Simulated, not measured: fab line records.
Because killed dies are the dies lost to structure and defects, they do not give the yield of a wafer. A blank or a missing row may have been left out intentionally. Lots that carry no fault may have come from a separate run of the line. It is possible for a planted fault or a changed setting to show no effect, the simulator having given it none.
A single fault, viewed from 2 desks | flow sky130 | only its own numbers are on each desk; what lay behind them is given at the end

== THE METROLOGY DESK ==
Means of the sampled wafers that have a number, per lot and without regard to the tool the lot ran on: this is what the gauges read. If a lot's mean is further than 4 standard deviations from the usual mean, the lot is out of limits and carries the mark OUT (the distance appears in the brackets).
Columns: A = VIA2_BOW at SKY_VIA2_BOW_MEAS_03, usual 84 um; B = cd-nm at SKY_VIA2_CD_MEAS_12, usual 200.3 nm; C = VIA2_OVL at SKY_VIA2_OVL_MEAS_13, usual 3 nm
lot  | first seen here | A  | B     | C
L604 | day 36 20:39    | 82 | 200.6 | 6
L606 | day 37 15:56    | 73 | 201.0 | 9
L607 | day 37 23:58    | 77 | 202.4 | 4
L608 | day 38 12:15    | 87 | 200.5 | 5
L616 | day 40 15:11    | 70 | 201.3 | -2
L620 | day 41 12:27    | 85 | 199.8 | 5
This desk's finding: nothing out of limits on any of the 6 lots.

== DESK OF THE TOOL OWNER: rie-diel-01 ==
The tool's own readings at SKY_VIA2_ETCH_14 (etches BARC in N2/H2, stops on SiO2, time 45.9 s, target depth 60 nm): means of the sampled wafers that have a number, for each lot that ran on this tool. If a lot's mean is further than 4 standard deviations from the usual mean, the lot is out of limits and carries the mark OUT (the distance appears in the brackets).
Columns: A = drypump-motor-current-A at SKY_VIA2_ETCH_14, usual 5.7 A; B = oes-product-au at SKY_VIA2_ETCH_14, usual 0.856 a.u.; C = rf-fwd-power-W at SKY_VIA2_ETCH_14, usual 494.2 W; D = throttle-valve-pct at SKY_VIA2_ETCH_14, usual 13.225 %
lot  | first seen here | A   | B     | C               | D
L606 | day 38 16:55    | 5.7 | 0.851 | 492.5           | 13.230
L607 | day 39 01:10    | 5.6 | 0.857 | 572.5 (+30) OUT | 13.221
L608 | day 39 13:45    | 5.8 | 0.859 | 572.2 (+30) OUT | 13.231
L620 | day 42 11:42    | 5.9 | 0.851 | 494.2           | 13.217
Finding of this desk: L607, L608 out of limits; the first was L607 at day 39 01:10, on rf-fwd-power-W at SKY_VIA2_ETCH_14. L606, L620: within limits.

== TAKEN TOGETHER ==
An alarm could have come from the tool owner's desk at day 39 01:10, on L607, L608.
Nothing out of limits was seen by the metrology desk.
The metrology desk holds a record of L607, L608, inside its limits.
Every lot named ran SKY_VIA2_ETCH_14 on rie-diel-01.

== WHAT HAD BEEN PUT IN BY THE SIMULATOR ==
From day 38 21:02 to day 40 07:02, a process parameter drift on rie-diel-01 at SKY_VIA2_ETCH_14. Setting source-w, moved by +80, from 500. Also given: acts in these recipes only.
Lots struck among those shown: L607, L608.
Delay in hours, fault start to first out-of-limits reading, by desk: the tool owner's desk at 4.
